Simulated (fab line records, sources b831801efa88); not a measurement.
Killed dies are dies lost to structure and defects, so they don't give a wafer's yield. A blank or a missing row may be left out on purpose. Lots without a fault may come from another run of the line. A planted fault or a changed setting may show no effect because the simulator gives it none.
fab line records | flow sfq_line
record lots=6 wafers=18 last_day=92
route steps=325 shown I1@81 M2@88
lots that met no fault: from a run of the same line without faults
start_h: hours from the record's first day to the start of the lot's first wafer shown | wait_h: hours since the lot's step before | " the same as in the row above | L1.1+2: a row that stands for several wafers | - no value, or no start given | * or withheld: withheld | < > ~ a bound
route shown NAME@n: a module of which the file shows steps, and the number in the route of the first | usual: mean/standard deviation of fault-free wafers | same: alike in all rows | chamber/n: place in a boat | sites: the reading at each site | _std_site: their standard deviation | _edge_site: outer sites' mean less inner sites' | radius_mm: how far each site lies from the wafer's centre | mask NAME#n: copy n | behind: the tool/chamber that last shaped the wafer | hold: why the lot was held/for how many hours/how that ended | device: the transistor (n, p or np) that didn't switch | end of line: the same wafers' tests at the end of the route | a step without rows: its recipe alone | killed: dies lost to structure and defects at the first sort, not the wafer's yield | map: a wafer's dies, x killed, . not, _ none there
set.NAME: the setting as run; set.NAME@STEP: as run at that earlier step | model.NAME: the simulator's own value behind a step, which no gauge read
lots at some steps of the route; a table a step, a row a wafer
services: from which hour (start_h, from the record's first day; less than 0 if before it) a tool's chamber was out of use, for how many hours, and why
## steps
# step SFQ_TRILAYER_I1_VIA_LITHO_PEB_052
# recipe peb_temp_c=115 peb_time_s=60 resist=KrF
# step SFQ_TRILAYER_I1_VIA_LITHO_DEVELOP_051
# recipe time_s=60 resist=KrF
# step SFQ_I1_OVL_MEAS_913
# usual I1_OVL=-2/6.3
# columns lot.wafer tool chamber start_h wait_h I1_OVL[nm]
L423.1 overlay-01 - 697.79 0.1 -2
L423.5 " - " " 1
L423.6 " - " " -8
L429.4 overlay-01 - 767.75 0.1 -8
L429.5 " - " " -2
L429.6 " - " " -2
L438.1 overlay-02 - 793.19 0.1 0
L438.2 " - " " 3
L438.6 " - " " 3
L441.2 overlay-02 - 796.89 0.1 4
L441.3 " - " " 9
L441.6 " - " " 7
L442.2 overlay-01 - 799.19 0.1 -2
L442.4 " - " " -6
L442.5 " - " " -7
L443.1 overlay-01 - 800.39 0.1 4
L443.5 " - " " -5
L443.6 " - " " -4
# step SFQ_TRILAYER_I1_VIA_BARC_OPEN_VIA_ETCH_071
# recipe mask_material=PR chemistry=O2 target_depth_nm=125 target=BARC source_w=500 bias_w=80 pressure_mtorr=30 time_s=41.7
# step SFQ_TRILAYER_I1_VIA_ETCH_VIA_ETCH_052
# recipe target=SiO2 stop_on=Nb mask_material=PR taper_deg=20 chemistry=CHF3 target_depth_nm=260 source_w=500 bias_w=80 pressure_mtorr=30 time_s=withheld
# usual bias_w=80.02/0.24 drypump_motor_current_A=5.7/0.53 oes_product_au=0.854/0.005
# columns lot.wafer tool chamber start_h wait_h bias_w drypump_motor_current_A oes_product_au
L423.1 rie_diel-01 0 697.86 0.0 79.92 5.7 0.866
L423.5 " 3 " " 80.23 5.3 0.851
L423.6 " 0 " " 79.93 5.6 0.848
L429.4 rie_diel-01 1 767.81 0.0 79.87 5.5 0.853
L429.5 " 1 " " 80.09 5.5 0.853
L429.6 " 0 " " 79.83 5.6 0.856
L438.1 rie_diel-01 1 793.26 0.0 80.17 5.5 0.855
L438.2 " 2 " " 80.34 6.8 0.860
L438.6 " 0 " " 80.18 5.6 0.856
L441.2 rie_diel-01 1 796.96 0.0 80.01 5.5 0.857
L441.3 " 3 " " 79.65 5.3 0.853
L441.6 " 1 " " 79.69 5.5 0.859
L442.2 rie_diel-04 2 799.26 0.0 80.23 5.3 0.861
L442.4 " 1 " " 80.31 5.4 0.850
L442.5 " 2 " " 80.38 5.3 0.867
L443.1 rie_diel-01 2 800.46 0.0 79.71 6.8 0.854
L443.5 " 0 " " 80.15 5.7 0.860
L443.6 " 3 " " 80.22 5.3 0.856
# step SFQ_TRILAYER_I1_VIA_STRIP_STRIP_053
# recipe gas=O2 power_w=200 platen_temp_c=40 overash_fraction=0.65 chemistry=O2 pressure_mtorr=50
# usual drypump_motor_current_A=6.0/0.48 he_backside_leak_sccm=3.6/0.33 oes_product_au=1.001/0.0094
# columns lot.wafer tool chamber start_h wait_h drypump_motor_current_A he_backside_leak_sccm oes_product_au rf_hours_counter_h
L423.1 rie_metal-04 0 697.98 - 6.4 4.9 1.003 101
L423.5 " 0 " " 6.4 3.4 1.003 -
L423.6 " 1 " " 5.2 3.8 0.997 -
L429.4 rie_metal-03 1 768.13 - 5.7 3.7 0.996 -
L429.5 " 0 " " 6.6 3.5 0.995 -
L429.6 " 1 " " 5.7 3.5 0.984 -
L438.1 rie_metal-04 1 793.38 - 5.1 3.8 1.012 109
L438.2 " 0 " " 6.4 3.5 0.990 113
L438.6 " 1 " " 5.1 6.8 0.999 -
L441.2 rie_metal-01 1 797.08 - 6.1 3.3 0.987 31
L441.3 " 1 " " 6.1 3.4 0.985 -
L441.6 " 0 " " 5.9 3.5 1.013 -
L442.2 rie_metal-03 0 799.38 - 6.6 3.7 1.016 121
L442.4 " 1 " " 5.7 3.6 0.988 -
L442.5 " 1 " " 5.7 3.5 1.002 -
L443.1 rie_metal-04 1 800.58 - 5.2 3.7 1.013 111
L443.5 " 1 " " 5.2 3.8 1.005 -
L443.6 " 0 " " 6.4 3.5 1.005 -
# step SFQ_TRILAYER_I1_VIA_STRIP_SOLV_CLEAN_054
# recipe chemistry=NMP temp_c=70 time_s=600
# step SFQ_TRILAYER_M2_DEP_PRE_CLEAN_056
# recipe gas=Ar time_s=22.5 bias_v=250
# step SFQ_TRILAYER_M2_DEP_SPUTTER_055
# recipe material=Nb base_pressure_pa=1.33e-06 chamber_pressure_pa=0.1333 substrate_temp_c=20 resputter_cathode_voltage_v=400 target_thk_nm=200 power_w=2000 time_s=133.3
# usual throttle_valve_pct=29.6/0.57
# columns lot.wafer tool chamber start_h wait_h throttle_valve_pct
L423.1 pvd_sputter-03 - 698.78 0.0 30.6
L423.5 " - " " 29.5
L423.6 " - " " 29.6
L429.4 pvd_sputter-03 - 768.73 0.0 29.1
L429.5 " - " " 29.8
L429.6 " - " " 29.0
L438.1 pvd_sputter-06 - 794.18 0.0 28.4
L438.2 " - " " 29.9
L438.6 " - " " 28.9
L441.2 pvd_sputter-03 - 797.88 0.0 29.8
L441.3 " - " " 30.8
L441.6 " - " " 30.3
L442.2 pvd_sputter-05 - 800.20 0.0 29.7
L442.4 " - " " 28.4
L442.5 " - " " 29.6
L443.1 pvd_sputter-06 - 801.38 0.0 28.6
L443.5 " - " " 29.5
L443.6 " - " " 29.9
# step SFQ_M2_RS_MEAS_914
# recipe thk_meas_gauge=four-point-probe reads=Nb_of_TRILAYER_M2_DEP_SPUTTER_055
# usual M2_NB_RS=0.889/0.012
# columns lot.wafer tool chamber start_h wait_h M2_NB_RS[ohm/sq]
L423.1 film_metro-03 - 698.87 0.0 0.867
L423.5 " - " " 0.876
L423.6 " - " " 0.876
L429.4 film_metro-03 - 768.88 0.1 0.887
L429.5 " - " " 0.901
L429.6 " - " " 0.885
L438.1 film_metro-01 - 794.27 0.0 0.919
L438.2 " - " " 0.904
L438.6 " - " " 0.917
L441.2 film_metro-02 - 797.99 0.1 0.886
L441.3 " - " " 0.873
L441.6 " - " " 0.875
L442.2 film_metro-03 - 800.31 0.1 0.881
L442.4 " - " " 0.890
L442.5 " - " " 0.889
L443.1 film_metro-02 - 801.47 0.0 0.909
L443.5 " - " " 0.894
L443.6 " - " " 0.888
# step SFQ_TRILAYER_M2_LITHO_COAT_062
# recipe resist=BARC spin_rpm=3000 resist_thk_nm=62
# step SFQ_TRILAYER_M2_LITHO_COAT_057
# recipe resist=KrF spin_rpm=3000 resist_thk_nm=600
# columns lot.wafer tool chamber start_h wait_h model.KrF_of_TRILAYER_M2_LITHO_COAT_057.thk_nm
L423.1 litho_track-03 0 699.35 0.2 601
L423.5 " 0 " " 600.2
L423.6 " 0 " " 600.3
L429.4 litho_track-01 0 769.45 0.2 599.4
L429.5 " 0 " " 600.9
L429.6 " 0 " " 600.8
L438.1 litho_track-03 0 794.75 0.2 584.1
L438.2 " 0 " " 602
L438.6 " 0 " " 585.9
L441.2 litho_track-03 0 798.50 0.2 597
L441.3 " 0 " " 598.7
L441.6 " 0 " " 580.7
L442.2 litho_track-02 0 800.82 0.2 599.7
L442.4 " 0 " " 602.1
L442.5 " 0 " " 597.5
L443.1 litho_track-02 0 801.95 0.2 600.7
L443.5 " 0 " " 600.4
L443.6 " 0 " " 601.2
# step SFQ_TRILAYER_M2_LITHO_SOFTBAKE_061
# recipe temp_c=withheld time_s=withheld resist=KrF
# step SFQ_TRILAYER_M2_LITHO_EXPOSE_058
# recipe mask_id=M2 na=0.6 source_shape=conventional sigma_outer=0.65 target_cd_nm=500 dose_mj=14.4
# step SFQ_TRILAYER_M2_LITHO_PEB_060
# recipe peb_temp_c=115 peb_time_s=60 resist=KrF
# step SFQ_TRILAYER_M2_LITHO_DEVELOP_059
# recipe time_s=60 resist=KrF
# step SFQ_M2_OVL_MEAS_916
# usual M2_OVL=-2/5.6
# columns lot.wafer tool chamber start_h wait_h M2_OVL[nm]
L423.1 overlay-02 - 854.61 0.1 5
L423.5 " - " " -3
L423.6 " - " " 1
L429.4 overlay-02 - 918.35 0.1 -15
L429.5 " - " " -7
L429.6 " - " " -6
L438.1 overlay-02 - 942.83 0.1 -8
L438.2 " - " " -5
L438.6 " - " " -6
L441.2 overlay-02 - 947.64 0.1 -4
L441.3 " - " " -3
L441.6 " - " " 0
L442.2 overlay-02 - 950.04 0.1 1
L442.4 " - " " 4
L442.5 " - " " -2
L443.1 overlay-01 - 951.23 0.1 -13
L443.5 " - " " -5
L443.6 " - " " -13
# step SFQ_TRILAYER_M2_BARC_OPEN_METAL_ETCH_077
# recipe mask_material=PR chemistry=O2 target_depth_nm=125 target=BARC icp_w=600 bias_w=80 pressure_mtorr=10 time_s=41.7
# usual bias_w=79.97/0.22 drypump_motor_current_A=6.09/0.3 he_backside_leak_sccm=3.6/0.36 oes_product_au=0.685/0.0049
# columns lot.wafer tool chamber start_h wait_h bias_w drypump_motor_current_A he_backside_leak_sccm oes_product_au rf_hours_counter_h
L423.1 rie_metal-02 0 854.65 0.0 80.10 6.23 3.5 0.687 5
L423.5 " 1 " " 79.58 5.92 3.3 0.690 -
L423.6 " 0 " " 80.16 6.26 3.6 0.687 -
L429.4 rie_metal-03 1 918.39 0.0 79.89 5.73 3.6 0.690 -
L429.5 " 0 " " 80.18 6.60 3.8 0.689 -
L429.6 " 1 " " 80.21 5.73 3.5 0.685 -
L438.1 rie_metal-03 1 942.87 0.0 80.11 5.71 3.4 0.683 127
L438.2 " 0 " " 80.23 6.64 3.5 0.676 141
L438.6 " 0 " " 79.70 6.58 3.5 0.686 -
L441.2 rie_metal-01 1 947.67 0.0 79.76 6.06 3.5 0.691 49
L441.3 " 0 " " 80.41 5.99 3.5 0.690 -
L441.6 " 0 " " 80.34 5.96 3.5 0.685 -
L442.2 rie_metal-02 1 950.07 0.0 80.04 5.90 3.3 0.689 120
L442.4 " 1 " " 79.84 5.91 3.4 0.690 -
L442.5 " 0 " " 79.97 6.25 3.8 0.687 -
L443.1 rie_metal-03 0 951.27 0.0 79.86 6.57 3.4 0.684 142
L443.5 " 0 " " 79.83 6.58 3.6 0.680 -
L443.6 " 1 " " 80.37 5.73 3.5 0.679 -
# step SFQ_TRILAYER_M2_ETCH_METAL_ETCH_060
# recipe target=Nb stop_on=SiO2 mask_material=PR chemistry=Cl2/Ar target_depth_nm=240 icp_w=600 bias_w=80 pressure_mtorr=10 time_s=120
# usual bias_w=80.00/0.22 drypump_motor_current_A=6.09/0.3 he_backside_leak_sccm=3.5/0.35 oes_product_au=0.895/0.0085
# columns lot.wafer tool chamber start_h wait_h bias_w drypump_motor_current_A he_backside_leak_sccm oes_product_au rf_hours_counter_h model.KrF_of_TRILAYER_M2_LITHO_COAT_057.thk_nm
L423.1 rie_metal-02 0 854.70 0.0 79.46 6.24 3.5 0.907 5 378.3
L423.5 " 1 " " 79.85 5.92 3.1 0.901 - 378.5
L423.6 " 0 " " 79.51 6.25 3.2 0.902 - 378.6
L429.4 rie_metal-03 1 918.47 0.1 79.95 5.74 3.5 0.900 - 385
L429.5 " 0 " " 80.06 6.62 3.5 0.881 - 388.1
L429.6 " 1 " " 80.13 5.73 3.7 0.902 - 386.8
L438.1 rie_metal-03 1 942.93 0.0 80.13 5.74 3.4 0.876 128 365.3
L438.2 " 0 " " 79.99 6.63 3.8 0.895 141 387.1
L438.6 " 0 " " 79.93 6.64 3.8 0.874 - 371.2
L441.2 rie_metal-01 1 947.73 0.0 79.78 6.07 3.5 0.892 49 380.1
L441.3 " 0 " " 79.78 5.98 3.5 0.896 - 379.1
L441.6 " 0 " " 80.22 5.95 3.4 0.900 - 360.5
L442.2 rie_metal-02 1 950.13 0.0 80.22 5.88 3.2 0.893 120 381.3
L442.4 " 1 " " 79.80 5.87 3.4 0.901 - 383.1
L442.5 " 0 " " 79.82 6.25 3.5 0.893 - 376.1
L443.1 rie_metal-03 0 951.33 0.0 80.06 6.61 3.7 0.886 142 384.5
L443.5 " 0 " " 79.91 6.59 3.6 0.888 - 385.3
L443.6 " 1 " " 80.13 5.74 3.6 0.896 - 382.7
# step SFQ_TRILAYER_M2_STRIP_STRIP_061
# recipe gas=O2 power_w=200 platen_temp_c=40 overash_fraction=0.65 chemistry=O2 pressure_mtorr=50
# usual drypump_motor_current_A=6.09/0.3 he_backside_leak_sccm=3.51/0.14 oes_product_au=1.000/0.0097
# columns lot.wafer tool chamber start_h wait_h drypump_motor_current_A he_backside_leak_sccm oes_product_au rf_hours_counter_h
L423.1 rie_metal-02 0 854.83 0.1 6.24 3.60 1.006 5
L423.5 " 1 " " 5.89 3.45 0.993 -
L423.6 " 0 " " 6.19 3.49 1.007 -
L429.4 rie_metal-03 1 918.75 0.2 5.73 3.51 0.984 -
L429.5 " 0 " " 6.57 3.69 0.999 -
L429.6 " 1 " " 5.73 3.68 0.989 -
L438.1 rie_metal-03 1 943.05 0.1 5.73 3.49 0.999 128
L438.2 " 0 " " 6.61 3.43 0.996 141
L438.6 " 0 " " 6.60 3.68 0.993 -
L441.2 rie_metal-01 1 947.85 0.1 6.09 3.61 0.990 50
L441.3 " 0 " " 5.96 3.58 1.008 -
L441.6 " 0 " " 5.96 3.57 1.000 -
L442.2 rie_metal-02 1 950.25 0.1 5.92 3.29 0.997 120
L442.4 " 1 " " 5.87 3.34 0.992 -
L442.5 " 0 " " 6.27 3.51 1.010 -
L443.1 rie_metal-03 0 951.45 0.1 6.62 3.56 0.983 142
L443.5 " 0 " " 6.66 3.65 0.983 -
L443.6 " 1 " " 5.71 3.69 0.996 -
## services
# columns tool chamber start_h hours kind
rie_diel-01 - 679.36 0.6 repair
pvd_sputter-03 - 682.04 2.6 repair
rie_metal-01 1 721.31 7.4 repair
pvd_sputter-06 - 721.54 3.2 repair
pvd_sputter-06 - 722.54 1.9 repair
pvd_sputter-05 - 738.34 2.2 repair
rie_diel-04 0 747.62 3.1 repair
rie_diel-01 - 747.98 2.8 pm
rie_diel-01 1 761.31 4.3 repair
pvd_sputter-06 - 786.74 2.8 repair
rie_diel-04 3 787.09 19.4 repair
pvd_sputter-03 - 789.10 1.3 repair
rie_metal-01 - 806.23 1.0 repair
rie_diel-01 - 811.40 1.4 repair
rie_metal-03 - 849.43 2.8 pm
rie_metal-02 - 856.69 1.8 repair
rie_metal-02 0 857.51 29.8 repair
rie_diel-01 - 870.32 14.6 pm
rie_metal-01 - 879.97 14.6 pm
rie_diel-01 2 888.72 1.5 repair
rie_metal-02 0 904.56 2.7 repair
rie_metal-03 - 914.82 2.3 repair
pvd_sputter-03 - 922.14 1.5 repair
pvd_sputter-03 - 927.10 4.2 repair
## key
first_sign none at tools or gauges
model_effect step=SFQ_TRILAYER_M2_LITHO_COAT_057 value=KrF_of_TRILAYER_M2_LITHO_COAT_057.thk_nm without=600.5 struck=583.6
model_effect step=SFQ_TRILAYER_M2_ETCH_METAL_ETCH_060 value=KrF_of_TRILAYER_M2_LITHO_COAT_057.thk_nm without=382.6 struck=365.7
met_at SFQ_TRILAYER_M2_LITHO_COAT_057
struck_wafers L438.1,L438.6,L441.6
onset_between 699.35 794.75
fault kind=process_parameter_drift tool=litho_track-03 chamber=- onset_h=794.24 steps=SFQ_TRILAYER_M2_LITHO_COAT_057 channel=resist_thk_nm offset=-16.94 shape=step end_h=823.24 scope=struck_wafers_only acts_in=these_recipes_only stated=600
